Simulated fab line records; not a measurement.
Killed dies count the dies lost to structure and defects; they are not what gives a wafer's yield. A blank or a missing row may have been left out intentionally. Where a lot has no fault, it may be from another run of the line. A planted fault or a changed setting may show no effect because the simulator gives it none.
Chamber matching + flow gf180mcu + cmp-02 running GF_V3_CMP_26: 4 sister chambers
The step polishes, stops on SiO2, t overpolish 15 s, target thk 0 nm. 8 wafers are shown with their chamber, then 6 later ones without.

== WAFERS, EACH WITH ITS CHAMBER ==
| wafer  | chamber | motor current A (A) | time to endpoint s (s) |
|--------|---------|---------------------|------------------------|
| L957.4 | 0       | 11.3                | 86                     |
| L966.1 | 3       | 10.8                | 83                     |
| L966.3 | 1       | 11.0                | 80                     |
| L967.3 | 3       | 10.7                | 85                     |
| L968.3 | 2       | 9.6                 | 82                     |
| L977.1 | 0       | 10.9                | 87                     |
| L977.2 | 2       | 10.1                | 84                     |
| L977.5 | 1       | 11.7                | 82                     |

== WAFERS WITH NO CHAMBER GIVEN ==
| wafer  | motor current A (A) | time to endpoint s (s) |
|--------|---------------------|------------------------|
| L979.2 | 11.6                | 89                     |
| L979.3 | 11.3                | 89                     |
| L979.6 | 11.3                | 89                     |
| L980.1 | 10.9                | 89                     |
| L980.2 | 9.9                 | 85                     |
| L980.5 | 11.6                | 89                     |

== WHICH CHAMBER EACH ONE RAN IN ==
| wafer  | from the rows above     | in truth                   |
|--------|-------------------------|----------------------------|
| L979.2 | 0                       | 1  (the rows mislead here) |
| L979.3 | 0                       | 0                          |
| L979.6 | 0                       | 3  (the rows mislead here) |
| L980.1 | can't be placed: 0 or 3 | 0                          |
| L980.2 | can't be placed: 2 or 3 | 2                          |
| L980.5 | 0                       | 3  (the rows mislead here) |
Correct placement for 1 of the 6. These rows do not allow placing 2 (true chamber among the candidates in 2). 3 placed wrongly.
How it was worked out, from the rows above alone: a wafer's distance from a chamber is the root of the sum, over the readings, of the square of ((its reading less the chamber's mean) divided by the reading's scatter). The wafer belongs to the nearest chamber; if the next one is less than 2 further off, it can't be placed. For every chamber, the mean is computed from those of its wafers that are shown. The scatter: the root of (the sum of the squares of (reading less its chamber's mean) over the shown wafers, divided by (wafers less chambers)).
